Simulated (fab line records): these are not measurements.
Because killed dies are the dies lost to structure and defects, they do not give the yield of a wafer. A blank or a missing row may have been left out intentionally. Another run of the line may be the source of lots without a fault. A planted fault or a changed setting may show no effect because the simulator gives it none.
fab line records ; flow sky130 ; part 1 of 2: steps 1 to 43 of 44
record lots=6; wafers=18; last-day=50
route steps=708 shown VIA3@588 METAL4@598 CAP2M@603 PAD_OPEN@708
lots with no fault: from the same line, run without faults
start-h: the number of hours between the record's first day and the start of the first shown wafer of the lot ; wait-h: hours from the lot's prior step to this one ; " repeats the value in the row above ; L1.1+2: one row covering several wafers at once ; - no value present, or no start provided ; * or withheld: withheld ; < > ~ a bound
route shown NAME@n: NAME is a module with steps in the file, n the number in the route of the first one ; usual: mean/standard deviation taken from wafers without a fault ; same: alike in all rows ; chamber/n: place in a boat ; sites: readings site by site ; _std_site: the standard deviation of these ; _edge_site: the outer-site mean with the inner-site mean subtracted ; radius-mm: how far each site lies from the wafer's centre ; mask NAME#n: copy n ; behind: the last tool/chamber to shape the wafer ; hold: what put the lot on hold/how long, in hours/how the hold closed ; device: whichever transistor did not switch (one of n, p or np) ; end of line: the same wafers' tests at the end of the route ; step lacking rows: just its recipe ; killed: dies that structure and defects cost at the first sort, which is not the same as the wafer's yield ; map: a wafer's dies, x killed, . not, _ none there
set.NAME: the setting that was run; set.NAME@STEP: the one run at that earlier step ; model.NAME: the simulator's own value behind a step, which no gauge read
a table for each step, a row for each wafer; lots at some steps of the route
services: the hour from which a tool's chamber was out of use, counted from the record's first day as start-h (under 0 if before that day), plus the number of hours and why
## steps
# step SKY_VIA3_ETCH_15
# recipe target=SiO2; chemistry=C4F8/O2/Ar; target-depth-nm=507; stop-on=TiN; mask-material=KrF-thick; source-w=1500; bias-w=1200; pressure-mtorr=40; c4f8-flow-sccm=withheld; O2_flow_sccm=6; Ar_flow_sccm=300; time-s=78
# step SKY_VIA3_STRIP_16
# recipe chemistry=O2/N2; power-w=1400; pressure-mtorr=1500; platen-temp-c=withheld; o2-flow-sccm=3000; n2-flow-sccm=300; overash-fraction=0.5
# usual chamber-pressure-mTorr=1499.9/1.4; drypump-motor-current-A=6.1/0.53; oes-product-au=0.402/0.0047; strip-time-to-endpoint-s=4.128/0.021
lot.wafer;tool;chamber;start-h;wait-h;chamber-pressure-mTorr;drypump-motor-current-A;oes-product-au;rf-hours-counter-h;strip-time-to-endpoint-s
L688.2;plasma-asher-01;0;926.20;0.0;1498.0;6.3;0.403;81;4.144
L688.3;plasma-asher-01;0;926.20;0.0;1501.4;6.3;0.398;-;4.116
L688.5;plasma-asher-01;1;926.20;0.0;1500.6;6.4;0.396;-;4.140
L692.1;plasma-asher-04;1;950.81;0.0;1499.4;6.7;0.407;21;4.125
L692.2;plasma-asher-04;0;950.81;0.0;1497.1;5.2;0.403;21;4.146
L692.3;plasma-asher-04;1;950.81;0.0;1498.9;6.7;0.401;-;4.111
L701.4;plasma-asher-01;0;1054.78;0.1;1501.5;6.3;0.403;-;4.114
L701.5;plasma-asher-01;1;1054.78;0.1;1502.1;6.4;0.397;-;4.115
L701.6;plasma-asher-01;0;1054.78;0.1;1502.1;6.3;0.403;-;4.107
L703.1;plasma-asher-01;0;1056.61;0.0;1501.2;6.3;0.400;94;4.143
L703.4;plasma-asher-01;0;1056.61;0.0;1498.9;6.3;0.408;-;4.152
L703.5;plasma-asher-01;1;1056.61;0.0;1500.8;6.4;0.400;-;4.151
L706.4;plasma-asher-04;0;1061.83;0.1;1500.4;5.2;0.407;-;4.133
L706.5;plasma-asher-04;1;1061.83;0.1;1500.1;6.8;0.400;-;4.167
L706.6;plasma-asher-04;0;1061.83;0.1;1501.2;5.2;0.404;-;4.116
L711.1;plasma-asher-02;1;1082.85;0.0;1502.6;6.2;0.403;2;4.166
L711.2;plasma-asher-02;0;1082.85;0.0;1498.0;5.9;0.404;2;4.164
L711.3;plasma-asher-02;1;1082.85;0.0;1500.2;6.2;0.399;-;4.125
# step SKY_VIA3_STRIP_17
# recipe chemistry=post-etch-residue-remover; time-s=1200; temp-c=72.5
# step SKY_VIA3_CLEAN_18
# recipe chemistry=IPA; time-s=180; temp-c=25
# step SKY_VIA3_CLEAN_19
# recipe chemistry=O3/DIW; dry=n2-spin
# step SKY_VIA3_SPUTTER_20
# recipe material=TiN; target-thk-nm=20; chamber-pressure-pa=5; power-w=4000; time-s=80
# step SKY_VIA3_CVD_21
# recipe material=W; target-thk-nm=390; time-s=117.31; temp-c=400; pressure-torr=40
# step SKY_VIA3_RS_MEAS_22
# recipe thk-meas-gauge=four-point-probe; reads=W_of_VIA3_CVD_21+TiN_of_VIA3_SPUTTER_20
# usual VIA3_W_RS=0.294/0.0035
lot.wafer;tool;chamber;start-h;wait-h;VIA3_W_RS[ohm/sq]
L688.2;film-metro-03;-;927.04;0.1;0.295
L688.3;film-metro-03;-;927.04;0.1;0.288
L688.5;film-metro-03;-;927.04;0.1;0.286
L692.1;film-metro-03;-;951.59;0.1;0.292
L692.2;film-metro-03;-;951.59;0.1;0.292
L692.3;film-metro-03;-;951.59;0.1;0.297
L701.4;film-metro-01;-;1055.71;0.1;0.292
L701.5;film-metro-01;-;1055.71;0.1;0.294
L701.6;film-metro-01;-;1055.71;0.1;0.293
L703.1;film-metro-01;-;1057.46;0.1;0.293
L703.4;film-metro-01;-;1057.46;0.1;0.294
L703.5;film-metro-01;-;1057.46;0.1;0.295
L706.4;film-metro-03;-;1062.69;0.1;0.290
L706.5;film-metro-03;-;1062.69;0.1;0.290
L706.6;film-metro-03;-;1062.69;0.1;0.291
L711.1;film-metro-03;-;1083.68;0.1;0.288
L711.2;film-metro-03;-;1083.68;0.1;0.289
L711.3;film-metro-03;-;1083.68;0.1;0.296
# step SKY_VIA3_THK_MEAS_23
# recipe thk-meas-gauge=xrf; reads=W_of_VIA3_CVD_21
# usual VIA3_W_THK=394/6
lot.wafer;tool;chamber;start-h;wait-h;VIA3_W_THK[nm]
L688.2;film-metro-03;-;927.15;0.1;395
L688.3;film-metro-03;-;927.15;0.1;407
L688.5;film-metro-03;-;927.15;0.1;408
L692.1;film-metro-03;-;951.71;0.1;398
L692.2;film-metro-03;-;951.71;0.1;399
L692.3;film-metro-03;-;951.71;0.1;389
L701.4;film-metro-01;-;1055.80;0.1;392
L701.5;film-metro-01;-;1055.80;0.1;389
L701.6;film-metro-01;-;1055.80;0.1;392
L703.1;film-metro-01;-;1057.58;0.1;394
L703.4;film-metro-01;-;1057.58;0.1;392
L703.5;film-metro-01;-;1057.58;0.1;393
L706.4;film-metro-03;-;1062.78;0.1;402
L706.5;film-metro-03;-;1062.78;0.1;403
L706.6;film-metro-03;-;1062.78;0.1;402
L711.1;film-metro-03;-;1083.80;0.1;406
L711.2;film-metro-03;-;1083.80;0.1;411
L711.3;film-metro-03;-;1083.80;0.1;397
# step SKY_VIA3_CMP_24
# recipe stop-on=SiO2; t-overpolish-s=20; down-force-psi=3.5; platen-rpm=60; target-thk-nm=0; pad-velocity-m-s=0.94248
# usual motor-current-A=11.8/0.98; overpolish-run-s=20.000/0.008; time-to-endpoint-s=93/4.6
lot.wafer;tool;chamber;start-h;wait-h;motor-current-A;overpolish-run-s;time-to-endpoint-s
L688.3;cmp-02;3;927.30;0.1;10.5;20.003;90
L688.2;cmp-02;0;927.30;0.1;13.6;20.004;84
L688.5;cmp-02;1;927.30;0.1;11.2;19.995;96
L692.2;cmp-01;2;952.09;0.4;12.0;19.992;95
L692.1;cmp-01;0;952.09;0.4;12.6;20.002;85
L692.3;cmp-01;1;952.09;0.4;12.9;19.992;92
L701.4;cmp-01;2;1055.93;0.1;12.5;19.998;101
L701.5;cmp-01;0;1055.93;0.1;12.1;19.999;90
L701.6;cmp-01;1;1055.93;0.1;12.2;20.018;100
L703.4;cmp-02;3;1057.64;0.0;10.6;20.008;89
L703.1;cmp-02;1;1057.64;0.0;11.3;19.989;96
L703.5;cmp-02;0;1057.64;0.0;12.4;19.994;88
L706.4;cmp-01;2;1062.91;0.1;11.8;19.996;100
L706.6;cmp-01;1;1062.91;0.1;11.9;19.989;96
L706.5;cmp-01;2;1062.91;0.1;12.3;20.002;99
L711.1;cmp-02;2;1083.90;0.1;10.5;19.985;101
L711.2;cmp-02;3;1083.90;0.1;10.7;20.000;97
L711.3;cmp-02;0;1083.90;0.1;13.4;19.999;87
# step SKY_METAL4_SPUTTER_00
# recipe material=Ti; target-thk-nm=15; power-w=3000; time-s=10; chamber-pressure-pa=0.4
# usual throttle-valve-pct=29.5/1
lot.wafer;tool;chamber;start-h;wait-h;throttle-valve-pct
L688.2;pvd-sputter-04;-;927.50;0.1;29.7
L688.3;pvd-sputter-04;-;927.50;0.1;29.0
L688.5;pvd-sputter-04;-;927.50;0.1;30.2
L692.1;pvd-sputter-01;-;952.39;0.1;27.4
L692.2;pvd-sputter-01;-;952.39;0.1;28.0
L692.3;pvd-sputter-01;-;952.39;0.1;30.2
L701.4;pvd-sputter-01;-;1056.13;0.1;29.5
L701.5;pvd-sputter-01;-;1056.13;0.1;30.3
L701.6;pvd-sputter-01;-;1056.13;0.1;27.4
L703.1;pvd-sputter-01;-;1057.94;0.1;27.6
L703.4;pvd-sputter-01;-;1057.94;0.1;30.1
L703.5;pvd-sputter-01;-;1057.94;0.1;30.2
L706.4;pvd-sputter-01;-;1063.16;0.2;28.2
L706.5;pvd-sputter-01;-;1063.16;0.2;28.3
L706.6;pvd-sputter-01;-;1063.16;0.2;30.2
L711.1;pvd-sputter-03;-;1084.20;0.2;31.0
L711.2;pvd-sputter-03;-;1084.20;0.2;29.3
L711.3;pvd-sputter-03;-;1084.20;0.2;28.2
# step SKY_METAL4_SPUTTER_01
# recipe material=TiN; target-thk-nm=20; power-w=6500; time-s=16.7; chamber-pressure-pa=0.4
# step SKY_METAL4_SPUTTER_02
# recipe material=AlCu; target-thk-nm=735; power-w=10600; time-s=39.1; chamber-pressure-pa=0.4
# usual throttle-valve-pct=29.5/1
lot.wafer;tool;chamber;start-h;wait-h;throttle-valve-pct;model.AlCu_of_METAL4_SPUTTER_02.thk-nm
L688.2;pvd-sputter-04;-;927.55;0.0;30.0;713
L688.3;pvd-sputter-04;-;927.55;0.0;28.9;720.7
L688.5;pvd-sputter-04;-;927.55;0.0;29.8;714.8
L692.1;pvd-sputter-01;-;952.44;0.0;27.3;734.4
L692.2;pvd-sputter-01;-;952.44;0.0;28.1;739.9
L692.3;pvd-sputter-01;-;952.44;0.0;30.3;735.8
L701.4;pvd-sputter-01;-;1056.18;0.0;29.6;716
L701.5;pvd-sputter-01;-;1056.18;0.0;30.2;730.4
L701.6;pvd-sputter-01;-;1056.18;0.0;27.5;730
L703.1;pvd-sputter-01;-;1057.98;0.0;27.4;803.9
L703.4;pvd-sputter-01;-;1057.98;0.0;30.1;813.8
L703.5;pvd-sputter-01;-;1057.98;0.0;30.4;805.8
L706.4;pvd-sputter-01;-;1063.21;0.0;28.3;818.8
L706.5;pvd-sputter-01;-;1063.21;0.0;28.2;811.1
L706.6;pvd-sputter-01;-;1063.21;0.0;30.3;811.1
L711.1;pvd-sputter-03;-;1084.25;0.0;31.1;728.2
L711.2;pvd-sputter-03;-;1084.25;0.0;29.3;721.5
L711.3;pvd-sputter-03;-;1084.25;0.0;28.7;735.7
# step SKY_METAL4_SPUTTER_03
# recipe material=Ti; target-thk-nm=5; power-w=3000; time-s=3.3; chamber-pressure-pa=0.4
# step SKY_METAL4_SPUTTER_04
# recipe material=TiN; target-thk-nm=70; power-w=6500; time-s=58.3; chamber-pressure-pa=0.4
# step SKY_CAP2M_CVD_00
# recipe material=SiO2; target-thk-nm=15.5; temp-c=400; time-s=withheld; rf-w=450
# usual heater-power-outer-w=409/68; heater-power-w=674/74
lot.wafer;tool;chamber;start-h;wait-h;heater-power-outer-w;heater-power-w
L688.2;pecvd-02;2;927.65;0.0;338;585
L688.3;pecvd-02;0;927.65;0.0;470;754
L688.5;pecvd-02;2;927.65;0.0;333;593
L692.1;pecvd-03;1;952.55;0.0;455;780
L692.2;pecvd-03;0;952.55;0.0;364;594
L692.3;pecvd-03;2;952.55;0.0;408;747
L701.4;pecvd-04;1;1056.30;0.0;318;566
L701.5;pecvd-04;0;1056.30;0.0;562;806
L701.6;pecvd-04;2;1056.30;0.0;356;611
L703.1;pecvd-02;0;1058.09;0.0;459;718
L703.4;pecvd-02;0;1058.09;0.0;451;736
L703.5;pecvd-02;1;1058.09;0.0;414;659
L706.4;pecvd-02;2;1063.33;0.0;366;624
L706.5;pecvd-02;1;1063.33;0.0;348;600
L706.6;pecvd-02;0;1063.33;0.0;463;720
L711.1;pecvd-03;2;1084.36;0.0;427;773
L711.2;pecvd-03;1;1084.36;0.0;411;666
L711.3;pecvd-03;0;1084.36;0.0;359;577
# step SKY_CAP2M_THK_MEAS_01
# recipe reads=SiO2_of_CAP2M_CVD_00
# usual CAP2M_CVD_00_THK=15.43/0.25
lot.wafer;tool;chamber;start-h;wait-h;CAP2M_CVD_00_THK[nm]
L688.2;film-metro-02;-;927.68;-;15.33
L688.3;film-metro-02;-;927.68;-;15.38
L688.5;film-metro-02;-;927.68;-;15.79
L692.1;film-metro-03;-;952.57;-;15.44
L692.2;film-metro-03;-;952.57;-;15.09
L692.3;film-metro-03;-;952.57;-;15.18
L701.4;film-metro-03;-;1056.37;-;15.52
L701.5;film-metro-03;-;1056.37;-;15.42
L701.6;film-metro-03;-;1056.37;-;15.52
L703.1;film-metro-01;-;1058.11;-;15.48
L703.4;film-metro-01;-;1058.11;-;15.80
L703.5;film-metro-01;-;1058.11;-;15.14
L706.4;film-metro-03;-;1063.37;-;15.51
L706.5;film-metro-03;-;1063.37;-;15.24
L706.6;film-metro-03;-;1063.37;-;15.93
L711.1;film-metro-01;-;1084.38;-;15.52
L711.2;film-metro-01;-;1084.38;-;15.30
L711.3;film-metro-01;-;1084.38;-;15.38
# step SKY_CAP2M_SPUTTER_02
# recipe material=TiN; target-thk-nm=200; temp-c=300; power-w=6500; time-s=166.7; chamber-pressure-pa=0.4
# step SKY_CAP2M_RS_MEAS_03
# recipe thk-meas-gauge=four-point-probe; reads=TiN_of_CAP2M_SPUTTER_02
# usual CAP2M_TIN_RS=6.89/0.087
lot.wafer;tool;chamber;start-h;wait-h;CAP2M_TIN_RS[ohm/sq]
L688.2;film-metro-02;-;927.86;0.1;7.03
L688.3;film-metro-02;-;927.86;0.1;7.00
L688.5;film-metro-02;-;927.86;0.1;6.92
L692.1;film-metro-01;-;952.74;0.1;6.93
L692.2;film-metro-01;-;952.74;0.1;7.00
L692.3;film-metro-01;-;952.74;0.1;7.11
L701.4;film-metro-03;-;1056.58;0.1;6.92
L701.5;film-metro-03;-;1056.58;0.1;6.86
L701.6;film-metro-03;-;1056.58;0.1;6.98
L703.1;film-metro-01;-;1058.28;0.1;6.86
L703.4;film-metro-01;-;1058.28;0.1;6.96
L703.5;film-metro-01;-;1058.28;0.1;6.92
L706.4;film-metro-01;-;1063.57;0.1;6.81
L706.5;film-metro-01;-;1063.57;0.1;6.91
L706.6;film-metro-01;-;1063.57;0.1;6.94
L711.1;film-metro-03;-;1084.55;0.1;6.93
L711.2;film-metro-03;-;1084.55;0.1;6.88
L711.3;film-metro-03;-;1084.55;0.1;6.99
# step SKY_CAP2M_THK_MEAS_04
# recipe thk-meas-gauge=xrf; reads=TiN_of_CAP2M_SPUTTER_02
# usual CAP2M_TIN_THK=200.7/2.5
lot.wafer;tool;chamber;start-h;wait-h;CAP2M_TIN_THK[nm]
L688.2;film-metro-02;-;927.97;0.1;197.7
L688.3;film-metro-02;-;927.97;0.1;198.7
L688.5;film-metro-02;-;927.97;0.1;201.1
L692.1;film-metro-01;-;952.86;0.1;200.2
L692.2;film-metro-01;-;952.86;0.1;197.9
L692.3;film-metro-01;-;952.86;0.1;195.4
L701.4;film-metro-03;-;1056.67;0.1;196.9
L701.5;film-metro-03;-;1056.67;0.1;200.0
L701.6;film-metro-03;-;1056.67;0.1;196.6
L703.1;film-metro-01;-;1058.40;0.1;202.4
L703.4;film-metro-01;-;1058.40;0.1;199.2
L703.5;film-metro-01;-;1058.40;0.1;200.2
L706.4;film-metro-01;-;1063.66;0.1;203.5
L706.5;film-metro-01;-;1063.66;0.1;200.9
L706.6;film-metro-01;-;1063.66;0.1;200.4
L711.1;film-metro-03;-;1084.67;0.1;198.8
L711.2;film-metro-03;-;1084.67;0.1;200.3
L711.3;film-metro-03;-;1084.67;0.1;198.4
# step SKY_CAP2M_DEHYDRATE_05
# recipe temp-c=200; time-s=60
# step SKY_CAP2M_HMDS_06
# recipe prime-time-s=60; prime-temp-c=120
# step SKY_CAP2M_COAT_07
# recipe resist=NOVOLAK; spin-rpm=3000; resist-thk-nm=1140
# step SKY_CAP2M_SOFTBAKE_08
# recipe temp-c=90; time-s=60; resist=NOVOLAK
# step SKY_CAP2M_EXPOSE_09
# recipe mask-id=CAP2M; na=0.6; source-shape=conventional; sigma-outer=0.6; polarization=unpolarized; target-cd-nm=1000; dose-mj=159
# step SKY_CAP2M_PEB_10
# recipe temp-c=withheld; time-s=*; resist=NOVOLAK
# step SKY_CAP2M_DEVELOP_11
# recipe resist=NOVOLAK; developer=TMAH; develop-time-s=60; dev-temp-c=23
# step SKY_CAP2M_OVL_MEAS_12
# usual CAP2M_OVL=1.1/1.5
lot.wafer;tool;chamber;start-h;wait-h;CAP2M_OVL[nm]
L688.2;overlay-01;-;951.76;0.1;2.6
L688.3;overlay-01;-;951.76;0.1;4.0
L688.5;overlay-01;-;951.76;0.1;2.9
L692.1;overlay-01;-;977.45;0.1;0.1
L692.2;overlay-01;-;977.45;0.1;1.5
L692.3;overlay-01;-;977.45;0.1;2.9
L701.4;overlay-02;-;1077.00;0.1;2.7
L701.5;overlay-02;-;1077.00;0.1;1.9
L701.6;overlay-02;-;1077.00;0.1;1.6
L703.1;overlay-01;-;1078.30;0.1;-0.5
L703.4;overlay-01;-;1078.30;0.1;1.1
L703.5;overlay-01;-;1078.30;0.1;-0.7
L706.4;overlay-01;-;1083.77;0.1;-1.8
L706.5;overlay-01;-;1083.77;0.1;-1.3
L706.6;overlay-01;-;1083.77;0.1;-1.6
L711.1;overlay-02;-;1105.06;0.1;-0.3
L711.2;overlay-02;-;1105.06;0.1;-0.2
L711.3;overlay-02;-;1105.06;0.1;1.1
# step SKY_CAP2M_METAL_ETCH_13
# recipe target-depth-nm=220; stop-on=SiO2; chemistry=Cl2/BCl3; target=TiN; pressure-mtorr=10; icp-w=900; bias-w=48.5; Cl2_flow_sccm=60; bcl3-flow-sccm=30; time-s=62.9
# usual bias-w=48.47/0.16; chamber-pressure-mTorr=10.001/0.0092; drypump-motor-current-A=5.83/0.29; oes-product-au=0.943/0.0083; throttle-valve-pct=21.900/0.01
lot.wafer;tool;chamber;start-h;wait-h;bias-w;chamber-pressure-mTorr;drypump-motor-current-A;oes-product-au;rf-hours-counter-h;throttle-valve-pct
L688.2;rie-metal-03;1;951.79;0.0;48.70;10.005;6.14;0.924;8;21.893
L688.3;rie-metal-03;0;951.79;0.0;48.85;10.000;5.76;0.941;-;21.894
L688.5;rie-metal-03;0;951.79;0.0;48.71;9.999;5.71;0.938;-;21.898
L692.1;rie-metal-03;1;977.49;0.0;48.42;10.006;6.18;0.946;9;21.903
L692.2;rie-metal-03;0;977.49;0.0;49.00;9.994;5.78;0.941;21;21.907
L692.3;rie-metal-03;0;977.49;0.0;48.75;9.988;5.73;0.924;-;21.919
L701.4;rie-metal-02;1;1077.10;0.1;48.41;9.996;5.55;0.943;-;21.894
L701.5;rie-metal-02;1;1077.10;0.1;48.36;10.001;5.56;0.942;-;21.885
L701.6;rie-metal-02;1;1077.10;0.1;48.39;10.007;5.56;0.933;-;21.897
L703.1;rie-metal-03;0;1078.34;0.0;48.41;10.017;5.72;0.941;4;21.908
L703.4;rie-metal-03;1;1078.34;0.0;48.42;9.994;6.16;0.931;-;21.888
L703.5;rie-metal-03;0;1078.34;0.0;48.72;10.017;5.74;0.941;-;21.884
L706.4;rie-metal-02;1;1083.81;0.0;48.42;10.005;5.55;0.952;-;21.887
L706.5;rie-metal-02;0;1083.81;0.0;48.62;9.999;5.89;0.945;-;21.914
L706.6;rie-metal-02;1;1083.81;0.0;48.55;10.010;5.51;0.936;-;21.902
L711.1;rie-metal-02;0;1105.09;0.0;48.36;9.999;5.92;0.936;1;21.889
L711.2;rie-metal-02;1;1105.09;0.0;48.60;10.011;5.52;0.956;20;21.908
L711.3;rie-metal-02;0;1105.09;0.0;48.54;10.019;5.90;0.943;-;21.893
# step SKY_CAP2M_STRIP_14
# recipe chemistry=O2/N2; power-w=1400; pressure-mtorr=1500; platen-temp-c=withheld; o2-flow-sccm=3000; n2-flow-sccm=300; overash-fraction=0.5
# step SKY_CAP2M_STRIP_15
# recipe chemistry=post-etch-residue-remover; time-s=1200; temp-c=72.5
# step SKY_CAP2M_CLEAN_16
# recipe chemistry=IPA; time-s=180; temp-c=25
# step SKY_CAP2M_CLEAN_17
# recipe chemistry=O3/DIW; dry=n2-spin
# step SKY_METAL4_DEHYDRATE_05
# recipe temp-c=200; time-s=60
# step SKY_METAL4_HMDS_06
# recipe prime-time-s=60; prime-temp-c=120
# step SKY_METAL4_COAT_07
# recipe resist=BARC; temp-c=withheld; time-s=withheld; spin-rpm=3000; resist-thk-nm=60
# step SKY_METAL4_COAT_08
# recipe resist=KrF-thick; spin-rpm=3000; resist-thk-nm=1140
# step SKY_METAL4_SOFTBAKE_09
# recipe temp-c=100; time-s=90; resist=KrF-thick
# step SKY_METAL4_EXPOSE_10
# recipe mask-id=MM4; na=0.68; source-shape=annular; sigma-inner=0.4; sigma-outer=0.8; target-cd-nm=300; dose-mj=28
# step SKY_METAL4_PEB_11
# recipe peb-temp-c=withheld; peb-time-s=withheld; resist=KrF-thick
# step SKY_METAL4_DEVELOP_12
# recipe develop-time-s=60; resist=KrF-thick; dev-temp-c=21
# step SKY_METAL4_CD_MEAS_13
# recipe target-cd-nm=300
# usual cd-nm=299.7/1.4
lot.wafer;tool;chamber;start-h;wait-h;cd-nm
L688.2;cd-sem-02;-;976.66;-;302.2
L688.3;cd-sem-02;-;976.66;-;301.8
L688.5;cd-sem-02;-;976.66;-;301.5
L692.1;cd-sem-02;-;1001.19;-;299.6
L692.2;cd-sem-02;-;1001.19;-;299.0
L692.3;cd-sem-02;-;1001.19;-;298.3
L701.4;cd-sem-02;-;1098.10;-;301.5
L701.5;cd-sem-02;-;1098.10;-;300.5
L701.6;cd-sem-02;-;1098.10;-;300.4
L703.1;cd-sem-01;-;1099.65;-;299.4
L703.4;cd-sem-01;-;1099.65;-;300.7
L703.5;cd-sem-01;-;1099.65;-;299.5
L706.4;cd-sem-02;-;1104.75;-;296.6
L706.5;cd-sem-02;-;1104.75;-;296.8
L706.6;cd-sem-02;-;1104.75;-;296.4
L711.1;cd-sem-01;-;1126.04;-;300.3
L711.2;cd-sem-01;-;1126.04;-;302.7
L711.3;cd-sem-01;-;1126.04;-;301.3
# step SKY_METAL4_METAL_ETCH_18
# recipe target-depth-a=8450; stop-on=SiO2; over-etch-frac=0.3; time-s=183.1; chemistry=Cl2/BCl3; resist-sidewall-deg=88; pressure-mtorr=10; icp-w=900; bias-w=48.5; Cl2_flow_sccm=60; bcl3-flow-sccm=30
# usual bias-w=48.55/0.13; chamber-pressure-mTorr=10.001/0.0093; drypump-motor-current-A=6.01/0.29; oes-product-au=0.864/0.0074; throttle-valve-pct=22.264/0.009
lot.wafer;tool;chamber;start-h;wait-h;bias-w;chamber-pressure-mTorr;drypump-motor-current-A;oes-product-au;rf-hours-counter-h;throttle-valve-pct
L688.2;rie-metal-01;1;976.95;0.0;48.11;9.992;6.27;0.848;2;22.271
L688.3;rie-metal-01;1;976.95;0.0;48.41;9.994;6.27;0.860;-;22.272
L688.5;rie-metal-01;0;976.95;0.0;48.63;9.999;5.49;0.853;-;22.276
L692.1;rie-metal-04;0;1001.62;0.0;48.80;10.013;6.07;0.868;14;22.268
L692.2;rie-metal-04;1;1001.62;0.0;48.29;10.015;6.33;0.870;11;22.256
L692.3;rie-metal-04;0;1001.62;0.0;48.51;10.012;6.07;0.867;-;22.258
L701.4;rie-metal-04;0;1098.41;0.1;48.61;9.991;6.06;0.855;-;22.262
L701.5;rie-metal-04;0;1098.41;0.1;48.49;9.992;6.08;0.864;-;22.272
L701.6;rie-metal-04;1;1098.41;0.1;48.44;9.989;6.35;0.873;-;22.272
L703.1;rie-metal-03;1;1099.96;0.0;48.48;9.999;6.17;0.901;18;22.257
L703.4;rie-metal-03;1;1099.96;0.0;48.37;9.994;6.20;0.905;-;22.273
L703.5;rie-metal-03;1;1099.96;0.0;48.43;10.006;6.21;0.903;-;22.275
L706.4;rie-metal-03;0;1105.06;0.1;48.31;10.005;5.73;0.922;-;22.263
L706.5;rie-metal-03;0;1105.06;0.1;48.35;10.005;5.75;0.905;-;22.279
L706.6;rie-metal-03;1;1105.06;0.1;48.50;10.010;6.19;0.914;-;22.269
L711.1;rie-metal-01;1;1126.35;0.0;48.64;10.002;6.23;0.860;12;22.256
L711.2;rie-metal-01;0;1126.35;0.0;48.71;9.990;5.54;0.861;23;22.272
L711.3;rie-metal-01;0;1126.35;0.0;48.55;9.992;5.53;0.864;-;22.261
## key
first-sign step=SKY_METAL4_METAL_ETCH_18; reading=oes-product-au; direction=up; sigmas=6; usual=0.864; struck=0.908
effect none on later readings
model-effect step=SKY_METAL4_SPUTTER_02; value=AlCu_of_METAL4_SPUTTER_02.thk-nm; without=733.8; struck=810.8
model-effect step=SKY_PAD_OPEN_PROBE_99; value=etest.met4.line-ohm-um; without=0.1439; struck=0.1301
met-at SKY_METAL4_SPUTTER_02
struck-wafers L703.1,L703.4,L703.5,L706.4,L706.5,L706.6
onset-between 1056.18 1057.98
also-fits SKY_METAL4_SPUTTER_00:pvd-sputter-01,SKY_CAP2M_CVD_00:pecvd-02,SKY_METAL4_METAL_ETCH_18:rie-metal-03
fault kind=process-parameter-drift; tool=pvd-sputter-01; chamber=-; onset-h=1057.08; steps=SKY_METAL4_SPUTTER_02; channel=time-s; offset=*; shape=step; end-h=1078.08; acts-in=*; stated=*
